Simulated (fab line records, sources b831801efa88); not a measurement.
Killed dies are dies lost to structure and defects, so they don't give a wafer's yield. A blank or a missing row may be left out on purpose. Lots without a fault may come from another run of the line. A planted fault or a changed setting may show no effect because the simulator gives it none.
fab line records | flow sky130
record lots=12 wafers=33 last_day=50
route steps=708 shown VT_ADJUST_HVTR@139 VT_ADJUST_PCH@152 SONOS_TUNNEL@166 CONTACT@408 PAD_OPEN@708
lots that met no fault: from a run of the same line without faults
start_h: hours from the record's first day to the start of the lot's first wafer shown | wait_h: hours since the lot's step before | " the same as in the row above | L1.1+2: a row that stands for several wafers | - no value, or no start given | * or withheld: withheld | < > ~ a bound
route shown NAME@n: a module of which the file shows steps, and the number in the route of the first | usual: mean/standard deviation of fault-free wafers | same: alike in all rows | chamber/n: place in a boat | sites: the reading at each site | _std_site: their standard deviation | _edge_site: outer sites' mean less inner sites' | radius_mm: how far each site lies from the wafer's centre | mask NAME#n: copy n | behind: the tool/chamber that last shaped the wafer | hold: why the lot was held/for how many hours/how that ended | device: the transistor (n, p or np) that didn't switch | end of line: the same wafers' tests at the end of the route | a step without rows: its recipe alone | killed: dies lost to structure and defects at the first sort, not the wafer's yield | map: a wafer's dies, x killed, . not, _ none there
set.NAME: the setting as run; set.NAME@STEP: as run at that earlier step | model.NAME: the simulator's own value behind a step, which no gauge read
steps of the route over a sample of lots; a table a step, a row a wafer
services: from which hour (start_h, from the record's first day; less than 0 if before it) a tool's chamber was out of use, for how many hours, and why
## steps
# step SKY_VT_ADJUST_HVTR_OVL_MEAS_08
# usual VT_ADJUST_HVTR_OVL=-1.0/1.6
# columns lot.wafer tool chamber start_h wait_h VT_ADJUST_HVTR_OVL[nm]
L399.1 overlay-01 - 200.98 0.1 1.0
L399.5 " - " " -0.4
L399.6 " - " " 3.2
L401.1 overlay-02 - 215.02 0.1 2.7
L401.3 " - " " 1.4
L402.2 overlay-02 - 225.23 0.1 -1.7
L402.5 " - " " 0.4
L403.1 overlay-01 - 231.97 0.1 -3.7
L403.2 " - " " -2.3
L411.1 overlay-02 - 288.97 0.1 -0.3
L411.4 " - " " 0.4
L411.5 " - " " -1.1
L413.2 overlay-02 - 301.42 0.1 0.9
L413.4 " - " " -2.1
L413.5 " - " " -2.1
L412.1 overlay-02 - 302.57 0.1 -3.1
L412.3 " - " " -1.3
L412.5 " - " " -1.2
L414.2 overlay-01 - 311.47 0.1 0.4
L414.4 " - " " -2.8
L414.6 " - " " 0.5
L416.4 overlay-02 - 326.94 0.1 -1.6
L416.5 " - " " -0.5
L416.6 " - " " -2.1
L418.2 overlay-01 - 342.97 0.1 -2.5
L418.3 " - " " -0.6
L418.6 " - " " 0.7
L419.2 overlay-01 - 351.17 0.1 -3.0
L419.3 " - " " -1.0
L419.5 " - " " -1.9
L420.1 overlay-01 - 360.27 0.1 -1.8
L420.3 " - " " -1.7
L420.5 " - " " -1.8
# step SKY_VT_ADJUST_PCH_STRIP_09
# recipe chemistry=O2/N2 power_w=1400 pressure_mtorr=1500 platen_temp_c=withheld o2_flow_sccm=3000 n2_flow_sccm=300 overash_fraction=0.5
# usual drypump_motor_current_A=5.8/0.5 oes_product_au=0.722/0.0041 strip_time_to_endpoint_s=36.92/0.097
# columns lot.wafer tool chamber start_h wait_h drypump_motor_current_A oes_product_au rf_hours_counter_h strip_time_to_endpoint_s
L399.1 plasma_asher-02 0 223.53 0.1 5.9 0.725 41 37.01
L399.5 " 0 " " 5.9 0.727 - 37.02
L399.6 " 1 " " 6.2 0.723 - 36.90
L401.1 plasma_asher-01 1 237.78 0.1 4.9 0.717 12 36.91
L401.3 " 1 " " 5.0 0.728 - 36.91
L402.2 plasma_asher-04 0 248.88 0.1 5.3 0.726 55 36.75
L402.5 " 0 " " 5.3 0.718 - 36.69
L403.1 plasma_asher-04 0 255.00 0.1 5.3 0.720 56 37.02
L403.2 " 1 " " 5.4 0.722 56 36.87
L411.1 plasma_asher-02 1 314.98 0.1 6.2 0.723 49 36.88
L411.4 " 1 " " 6.2 0.722 - 36.89
L411.5 " 1 " " 6.2 0.719 - 36.88
L413.2 plasma_asher-04 0 328.35 0.1 5.3 0.720 63 36.98
L413.4 " 0 " " 5.3 0.725 - 36.85
L413.5 " 0 " " 5.3 0.720 - 36.79
L412.1 plasma_asher-02 0 329.38 0.1 5.9 0.725 51 36.90
L412.3 " 1 " " 6.2 0.720 - 36.86
L412.5 " 0 " " 5.9 0.725 - 36.92
L414.2 plasma_asher-04 1 338.78 0.1 5.5 0.727 64 36.86
L414.4 " 1 " " 5.5 0.727 - 36.83
L414.6 " 0 " " 5.3 0.730 - 36.96
L416.4 plasma_asher-01 0 354.33 0.1 6.5 0.725 - 37.05
L416.5 " 0 " " 6.5 0.729 - 37.00
L416.6 " 1 " " 4.9 0.722 - 36.96
L418.2 plasma_asher-02 1 371.08 0.1 6.2 0.723 55 37.17
L418.3 " 0 " " 5.9 0.727 - 37.16
L418.6 " 1 " " 6.2 0.723 - 37.23
L419.2 plasma_asher-04 0 380.85 0.1 5.3 0.725 68 36.91
L419.3 " 1 " " 5.4 0.722 - 36.90
L419.5 " 0 " " 5.3 0.719 - 36.78
L420.1 plasma_asher-02 1 388.85 0.1 6.2 0.721 57 36.93
L420.3 " 1 " " 6.2 0.712 - 37.05
L420.5 " 0 " " 5.9 0.723 - 37.03
# step SKY_SONOS_TUNNEL_TW_MEAS_12
# usual SONOS_TUNNEL_TW=196.9/2.5
# columns lot.wafer tool chamber start_h wait_h SONOS_TUNNEL_TW
L399.1 film_metro-02 - 247.03 0.0 196.7
L399.5 " - " " 197.3
L399.6 " - " " 197.7
L401.1 film_metro-02 - 261.87 0.0 196.8
L401.3 " - " " 195.6
L402.2 film_metro-02 - 274.23 0.0 193.3
L402.5 " - " " 192.7
L403.1 film_metro-02 - 279.32 0.0 193.6
L403.2 " - " " 193.2
L411.1 film_metro-04 - 342.28 0.0 199.6
L411.4 " - " " 199.7
L411.5 " - " " 199.8
L413.2 film_metro-02 - 356.23 0.0 195.4
L413.4 " - " " 195.1
L413.5 " - " " 194.7
L412.1 film_metro-04 - 357.07 0.0 199.8
L412.3 " - " " 200.4
L412.5 " - " " 200.5
L414.2 film_metro-02 - 367.67 0.0 194.1
L414.4 " - " " 194.3
L414.6 " - " " 195.0
L416.4 film_metro-01 - 382.74 0.0 195.0
L416.5 " - " " 195.1
L416.6 " - " " 194.8
L418.2 film_metro-04 - 401.22 0.0 200.8
L418.3 " - " " 197.9
L418.6 " - " " 200.2
L419.2 film_metro-04 - 410.99 0.0 200.4
L419.3 " - " " 200.5
L419.5 " - " " 199.6
L420.1 film_metro-01 - 418.58 0.0 193.7
L420.3 " - " " 194.2
L420.5 " - " " 193.6
# step SKY_CONTACT_HDPCVD_02
# recipe material=SiO2 target_thk_nm=565 sigma_open_frac=0.3 time_s=94.2 temp_c=600 sih4_flow_sccm=60 pressure_mtorr=6
# usual run_length_s=122.1/0.5
# columns lot.wafer tool chamber start_h wait_h run_length_s
L399.1 hdpcvd-02 2 699.30 0.1 122.6
L399.5 " 0 " " 122.0
L399.6 " 1 " " 121.1
L401.1 hdpcvd-02 2 714.97 0.1 97.3
L401.3 " 1 " " 121.2
L402.2 hdpcvd-02 2 732.17 0.0 123.1
L402.5 " 0 " " 97.4
L403.1 hdpcvd-02 0 736.57 0.1 97.3
L403.2 " 2 " " 122.9
L411.1 hdpcvd-01 0 800.94 0.1 121.4
L411.4 " 0 " " 121.8
L411.5 " 2 " " 122.0
L413.2 hdpcvd-02 2 818.86 0.0 122.5
L413.4 " 2 " " 122.2
L413.5 " 0 " " 121.7
L412.1 hdpcvd-02 0 820.97 0.1 122.2
L412.3 " 1 " " 121.9
L412.5 " 2 " " 122.6
L414.2 hdpcvd-02 0 826.07 0.0 122.4
L414.4 " 0 " " 122.0
L414.6 " 2 " " 122.3
L416.4 hdpcvd-01 0 837.83 0.1 122.3
L416.5 " 2 " " 121.9
L416.6 " 1 " " 121.6
L418.2 hdpcvd-01 2 855.54 0.0 122.2
L418.3 " 0 " " 121.8
L418.6 " 1 " " 122.4
L419.2 hdpcvd-02 2 862.35 0.0 122.5
L419.3 " 1 " " 121.3
L419.5 " 1 " " 121.6
L420.1 hdpcvd-02 2 869.63 0.1 123.2
L420.3 " 1 " " 121.3
L420.5 " 1 " " 121.6
# step SKY_CONTACT_THK_MEAS_03
# recipe reads=SiO2_of_CONTACT_HDPCVD_02
# usual CONTACT_HDPCVD_THK=562/4.9
# columns lot.wafer tool chamber start_h wait_h hold CONTACT_HDPCVD_THK[nm]
L399.1 film_metro-02 - 699.36 0.0 - 564
L399.5 " - " " - 559
L399.6 " - " " - 563
L401.1 film_metro-01 - 715.04 0.0 await_dispo/0.2h/release 410
L401.3 " - " " await_dispo/0.2h/release 561
L401.1 film_metro-01 - 715.29 0.2 - 410
L401.3 " - " " - 561
L402.2 film_metro-03 - 732.24 0.0 await_dispo/0.2h/release 568
L402.5 " - " " await_dispo/0.2h/release 417
L402.2 film_metro-03 - 732.47 0.2 - 568
L402.5 " - " " - 417
L403.1 film_metro-02 - 736.63 0.0 await_dispo/0.2h/release 418
L403.2 " - " " await_dispo/0.2h/release 564
L403.1 film_metro-02 - 736.86 0.2 - 417
L403.2 " - " " - 564
L411.1 film_metro-01 - 801.01 0.0 - 567
L411.4 " - " " - 559
L411.5 " - " " - 562
L413.2 film_metro-03 - 818.94 0.0 - 558
L413.4 " - " " - 563
L413.5 " - " " - 568
L412.1 film_metro-01 - 821.04 0.0 - 563
L412.3 " - " " - 556
L412.5 " - " " - 563
L414.2 film_metro-01 - 826.15 0.0 - 556
L414.4 " - " " - 552
L414.6 " - " " - 556
L416.4 film_metro-01 - 837.90 0.0 - 567
L416.5 " - " " - 568
L416.6 " - " " - 567
L418.2 film_metro-01 - 855.62 0.0 - 555
L418.3 " - " " - 556
L418.6 " - " " - 549
L419.2 film_metro-02 - 862.43 0.0 - 560
L419.3 " - " " - 557
L419.5 " - " " - 564
L420.1 film_metro-01 - 869.70 0.0 - 566
L420.3 " - " " - 564
L420.5 " - " " - 572
# step SKY_CONTACT_CMP_04
# recipe material=SiO2 down_force_psi=4 platen_rpm=60 pad_velocity_m_s=0.94248
# usual motor_current_A=11.7/1.5 time_to_endpoint_s=82/4
# columns lot.wafer tool chamber start_h wait_h hold motor_current_A time_to_endpoint_s
L399.1 cmp-01 1 699.47 0.1 - 13.7 82
L399.5 " 0 " " - 9.7 80
L399.6 " 1 " " - 13.0 80
L401.3 cmp-01 0 725.94 10.6 await_dispo/10.1h/release 9.1 83
L401.1 " 1 " " await_dispo/10.1h/release 13.1 23
L402.2 cmp-02 3 734.10 1.6 await_dispo/1.6h/release 12.4 83
L402.5 " 3 " " await_dispo/1.6h/release 12.5 29
L403.1 cmp-01 0 738.76 1.9 await_dispo/1.7h/release 9.4 30
L403.2 " 1 " " await_dispo/1.7h/release 13.4 87
L411.4 cmp-02 2 801.07 0.0 - 11.3 77
L411.1 " 1 " " - 11.3 80
L411.5 " 3 " " - 13.2 85
L413.4 cmp-02 0 818.99 0.0 - 13.9 78
L413.2 " 3 " " - 12.3 82
L413.5 " 0 " " - 14.1 82
L412.1 cmp-02 0 821.21 0.2 - 13.8 77
L412.3 " 2 " " - 11.7 75
L412.5 " 3 " " - 12.2 80
L414.2 cmp-01 1 826.25 0.1 - 13.0 79
L414.4 " 3 " " - 10.7 77
L414.6 " 0 " " - 9.8 82
L416.4 cmp-02 3 838.08 0.2 - 11.8 82
L416.6 " 0 " " - 14.7 86
L416.5 " 1 " " - 12.2 83
L418.2 cmp-02 0 855.72 0.1 - 14.7 78
L418.3 " 2 " " - 11.3 78
L418.6 " 3 " " - 13.0 80
L419.2 cmp-01 0 862.48 0.0 - 9.5 87
L419.3 " 1 " " - 13.6 83
L419.5 " 1 " " - 12.8 88
L420.1 cmp-01 3 869.81 0.1 - 11.1 83
L420.3 " 0 " " - 9.2 88
L420.5 " 3 " " - 11.5 87
# step SKY_PAD_OPEN_PROBE_99
# usual killed_at_M0_to_M3=45/7.3 killed_at_M4_up=3.1/1.7 killed_at_contacts=25/5.1 killed_at_front_end=15/4.5 killed_at_other=0.3/0.56 killed_dies=88/9.4 killed_open=47/6.6 killed_short=40/6.9
# same gross_dies=492 killed_at_back_side=0
# columns lot.wafer tool chamber start_h wait_h killed_at_M0_to_M3 killed_at_M4_up killed_at_contacts killed_at_front_end killed_at_other killed_dies killed_open killed_short
L402.5 prober-01 - 1092.41 0.2 37 4 25 22 0 88 46 39
L403.1 prober-02 - 1095.02 0.1 50 1 24 15 0 90 50 40
L403.2 prober-02 - 1095.07 0.1 55 2 27 15 0 99 46 53
# killed by level:class
L402.5 VIA1:geometric_particle:open=10 POLY_GATE:geometric_particle:short=9 CONTACT:geometric_particle:open=9 FIELD_ISO:geometric_particle:open=7 LI_CONTACT:geometric_particle:open=6 VIA1:geometric_particle:short=5 METAL3:geometric_particle:short=5 LOCAL_INTERCONNECT:geometric_particle:short=4
L403.1 LI_CONTACT:geometric_particle:open=14 METAL2:geometric_particle:short=11 VIA2:geometric_particle:open=8 VIA1:geometric_particle:short=8 VIA1:geometric_particle:open=7 VIA3:geometric_particle:open=6 CONTACT:geometric_particle:open=5 POLY_GATE:geometric_particle:open=4
L403.2 METAL2:geometric_particle:short=11 VIA3:geometric_particle:open=11 VIA1:geometric_particle:open=9 CONTACT:geometric_particle:short=6 LOCAL_INTERCONNECT:geometric_particle:short=5 CONTACT:geometric_particle:open=5 METAL1:geometric_particle:short=5 VIA3:geometric_particle:short=5
## services
# columns tool chamber start_h hours kind
cmp-02 - 209.60 0.6 repair
hdpcvd-02 - 243.20 0.8 repair
cmp-02 - 264.54 4.6 pm
hdpcvd-02 - 366.25 15.0 pm
hdpcvd-02 - 377.55 1.7 repair
hdpcvd-02 1 394.15 14.8 repair
cmp-02 - 406.38 7.7 pm
cmp-02 - 414.13 4.0 pm
cmp-02 - 421.42 3.6 repair
cmp-02 - 425.77 2.7 repair
cmp-02 - 438.70 0.8 repair
cmp-02 - 450.42 10.3 pm
cmp-02 - 597.94 1.5 repair
hdpcvd-02 - 611.22 1.1 repair
cmp-02 - 612.27 2.7 repair
cmp-02 - 623.76 2.2 repair
hdpcvd-02 1 706.70 4.2 repair
hdpcvd-02 - 709.02 1.8 repair
cmp-02 - 735.89 0.9 repair
cmp-02 - 754.13 4.0 pm
cmp-02 - 766.34 6.1 repair
hdpcvd-02 0 771.46 17.5 repair
cmp-02 - 775.04 4.1 repair
cmp-02 - 779.14 6.8 pm
## key
first_sign step=SKY_CONTACT_HDPCVD_02 reading=run_length_s direction=down sigmas=50 usual=* struck=*
effect step=SKY_CONTACT_THK_MEAS_03 reading=visit direction=added
effect step=SKY_CONTACT_THK_MEAS_03 reading=CONTACT_HDPCVD_THK direction=down sigmas=30 usual=562 struck=415
effect step=SKY_CONTACT_CMP_04 reading=time_to_endpoint_s direction=down sigmas=14 usual=* struck=*
met_at SKY_CONTACT_HDPCVD_02
struck_lots L401,L402,L403
struck_wafers L401.1,L402.5,L403.1
tester_left_out L401,L402,L403
not_acting_at SKY_VT_ADJUST_HVTR_OVL_MEAS_08,SKY_VT_ADJUST_PCH_STRIP_09,SKY_SONOS_TUNNEL_TW_MEAS_12
onset_between 699.30 714.97
fault kind=process_parameter_drift tool=hdpcvd-02 chamber=- onset_h=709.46 steps=SKY_CONTACT_HDPCVD_02 channel=time_s offset=* shape=step end_h=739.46 scope=struck_wafers_only acts_in=* stated=*
# tester_left_out: of these lots the tester's yield and bins aren't shown, on N5 and GAA mostly nor the transistor test; their killed dies are dies lost to structure and defects alone, not to doping, threshold or leakage, so they don't give the yield
